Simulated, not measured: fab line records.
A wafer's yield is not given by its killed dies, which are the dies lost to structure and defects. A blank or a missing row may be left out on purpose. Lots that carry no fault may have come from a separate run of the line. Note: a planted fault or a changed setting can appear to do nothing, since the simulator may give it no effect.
Which tool was responsible? | flow sky130 | 14 lots, 42 wafers sampled, at 4 steps of a route of 708

WHAT THE GAUGES READ, wafer by wafer
The record lacks any reading of a measuring or inspecting step that a usual standard deviation could be used to judge.

TOOL THAT RAN EACH LOT (tool first, then ch and the chambers of the sampled wafers, then the start)
lot  | SKY_LI_CONTACT_CMP_02         | SKY_LI_CONTACT_ETCH_15             | SKY_LI_CONTACT_SPUTTER_20    | SKY_LOCAL_INTERCONNECT_PEB_09
L693 | cmp-02 ch 1,2, day 27 19:03   | rie-diel-01 ch 1,2,3, day 29 00:35 | pvd-sputter-02, day 29 01:02 | litho-track-03 ch 0, day 30 06:00
L694 | cmp-01 ch 0,3, day 28 11:39   | rie-diel-01 ch 0,2, day 29 16:53   | pvd-sputter-01, day 29 17:20 | litho-track-03 ch 0, day 30 21:00
L695 | cmp-02 ch 0,2,3, day 28 14:35 | rie-diel-04 ch 0,2,3, day 29 19:16 | pvd-sputter-02, day 29 19:43 | litho-track-04 ch 0, day 30 23:00
L697 | cmp-02 ch 0,1,3, day 29 04:28 | rie-diel-04 ch 1,2, day 30 09:32   | pvd-sputter-02, day 30 09:59 | litho-track-03 ch 0, day 31 14:00
L698 | cmp-01 ch 0,1,3, day 30 09:32 | rie-diel-04 ch 0,1, day 31 13:39   | pvd-sputter-04, day 31 14:07 | litho-track-03 ch 0, day 32 17:00
L699 | cmp-02 ch 0,1,3, day 30 11:53 | rie-diel-02 ch 0,1,3, day 31 15:41 | pvd-sputter-04, day 31 16:08 | litho-track-04 ch 0, day 32 19:00
L707 | cmp-02 ch 0,2, day 32 21:45   | rie-diel-01 ch 1,2, day 34 01:21   | pvd-sputter-02, day 34 01:49 | litho-track-03, day 35 04:00
L708 | cmp-01 ch 1,3, day 33 04:31   | rie-diel-04 ch 2,3, day 34 08:12   | pvd-sputter-04, day 34 08:40 | litho-track-03, day 35 11:00
L711 | cmp-02 ch 2,3, day 34 01:56   | rie-diel-01 ch 1,2,3, day 35 04:39 | pvd-sputter-02, day 35 05:06 | litho-track-04 ch 0, day 36 07:00
L712 | cmp-01 ch 0,1,2, day 34 07:25 | rie-diel-01 ch 0,1,2, day 35 10:20 | pvd-sputter-02, day 35 10:47 | litho-track-03 ch 0, day 36 13:00
L713 | cmp-01 ch 0,1,3, day 35 07:45 | rie-diel-02 ch 1,2,3, day 36 10:17 | pvd-sputter-01, day 36 10:44 | litho-track-03 ch 0, day 37 13:00
L715 | cmp-02 ch 0,2,3, day 35 10:19 | rie-diel-04 ch 1,2,3, day 36 12:37 | pvd-sputter-04, day 36 13:04 | litho-track-03 ch 0, day 37 15:00
L714 | cmp-02 ch 0,2, day 35 11:16   | rie-diel-04 ch 0,2, day 36 13:51   | pvd-sputter-01, day 36 14:18 | litho-track-03 ch 0, day 37 16:00
L716 | cmp-02 ch 0,2,3, day 35 14:59 | rie-diel-02 ch 1,2,3, day 36 16:50 | pvd-sputter-04, day 36 17:18 | litho-track-03 ch 0, day 37 18:00
- SKY_LI_CONTACT_CMP_02: polishes PSG.
- SKY_LI_CONTACT_ETCH_15: etches PSG in C4F8/O2/Ar, stops on Si, target depth 600 nm.
- SKY_LI_CONTACT_SPUTTER_20: material TiN, target thk 20 nm, time 80 s.
- SKY_LOCAL_INTERCONNECT_PEB_09

AS READ BY THE TOOLS THEMSELVES (means over the sampled wafers that have a number; for cases with no such wafer, the mark the record gives instead)
SKY_LI_CONTACT_CMP_02.
lot  | tool   | edge-zone-pressure-frac | head-pressure-psi (psi) | motor-current-A (A) | time-to-endpoint-s (s)
L693 | cmp-02 | 0.998                   | 3.988                   | 12.1                | 32
L694 | cmp-01 | 0.997                   | 4.002                   | 12.6                | 31
L695 | cmp-02 | 1.005                   | 4.000                   | 12.4                | 32
L697 | cmp-02 | 0.998                   | 4.004                   | 12.7                | 34
L698 | cmp-01 | 0.999                   | 3.994                   | 12.6                | 33
L699 | cmp-02 | 1.001                   | 3.999                   | 12.3                | 29
L707 | cmp-02 | 1.002                   | 4.000                   | 12.0                | 32
L708 | cmp-01 | 0.999                   | 4.002                   | 12.7                | 38
L711 | cmp-02 | 1.000                   | 4.003                   | 13.1                | 34
L712 | cmp-01 | 0.999                   | 4.005                   | 12.5                | 36
L713 | cmp-01 | 1.004                   | 4.007                   | 12.8                | 34
L715 | cmp-02 | 0.999                   | 4.000                   | 12.5                | 30
L714 | cmp-02 | 0.999                   | 3.999                   | 11.9                | 31
L716 | cmp-02 | 1.001                   | 4.004                   | 12.2                | 31

SKY_LI_CONTACT_ETCH_15.
lot  | tool        | oes-product-au (a.u.)
L693 | rie-diel-01 | 0.834
L694 | rie-diel-01 | 0.840
L695 | rie-diel-04 | 0.838
L697 | rie-diel-04 | 0.840
L698 | rie-diel-04 | 0.843
L699 | rie-diel-02 | 0.840
L707 | rie-diel-01 | 0.843
L708 | rie-diel-04 | 0.839
L711 | rie-diel-01 | 0.836
L712 | rie-diel-01 | 0.836
L713 | rie-diel-02 | 0.837
L715 | rie-diel-04 | 0.833
L714 | rie-diel-04 | 0.835
L716 | rie-diel-02 | 0.832

SKY_LI_CONTACT_SPUTTER_20.
lot  | tool           | throttle-valve-pct (%)
L693 | pvd-sputter-02 | 30.4
L694 | pvd-sputter-01 | 31.0
L695 | pvd-sputter-02 | 29.2
L697 | pvd-sputter-02 | 30.6
L698 | pvd-sputter-04 | 30.0
L699 | pvd-sputter-04 | 30.1
L707 | pvd-sputter-02 | 30.8
L708 | pvd-sputter-04 | 29.8
L711 | pvd-sputter-02 | 30.7
L712 | pvd-sputter-02 | 30.3
L713 | pvd-sputter-01 | 30.5
L715 | pvd-sputter-04 | 30.6
L714 | pvd-sputter-01 | 30.6
L716 | pvd-sputter-04 | 29.6

SKY_LOCAL_INTERCONNECT_PEB_09.
lot  | tool           | exhaust-pa (Pa)
L693 | litho-track-03 | 44.8
L694 | litho-track-03 | 45.4
L695 | litho-track-04 | 46.2
L697 | litho-track-03 | 46.7
L698 | litho-track-03 | 45.1
L699 | litho-track-04 | 44.5
L707 | litho-track-03 | -
L708 | litho-track-03 | -
L711 | litho-track-04 | 44.6
L712 | litho-track-03 | 44.9
L713 | litho-track-03 | 44.7
L715 | litho-track-03 | 44.5
L714 | litho-track-03 | 44.5
L716 | litho-track-03 | 46.0

THE ANSWER, worked out from the rows above alone
Rule: what is usual is taken from the lots themselves. Put in order of their means at a reading, lots are off if they are a third of the lots or fewer, leave a main group of 4 or more, and stand apart from it by a gap of 3 or more times the standard deviation of the main group's means; of several such gaps the widest counts. If all means in a main group match to the digits the tables above print for the reading, that group is not used. Also off: a lot with no number at a reading for which 4 or more lots have one. Any other lot the step has rows for is counted as sound. After the gauges, taken in route order, come the tools' own readings; for these a lot's mean is taken, as printed above. The first step at which some lot is off is used, and at that step the reading that is off furthest; a lot without a number counts as furthest.
Off: L707, L708 (SKY_LOCAL_INTERCONNECT_PEB_09, exhaust-pa). Without a number there: L707, L708. For the main group the mean is 45.2 Pa and the standard deviation 0.72.
If a tool, at that step or one of the process steps before it, ran each lot that is off and ran no sound lot following the first of them, it fits. None of those tried fits.

WHAT THE SIMULATOR HAD INSERTED
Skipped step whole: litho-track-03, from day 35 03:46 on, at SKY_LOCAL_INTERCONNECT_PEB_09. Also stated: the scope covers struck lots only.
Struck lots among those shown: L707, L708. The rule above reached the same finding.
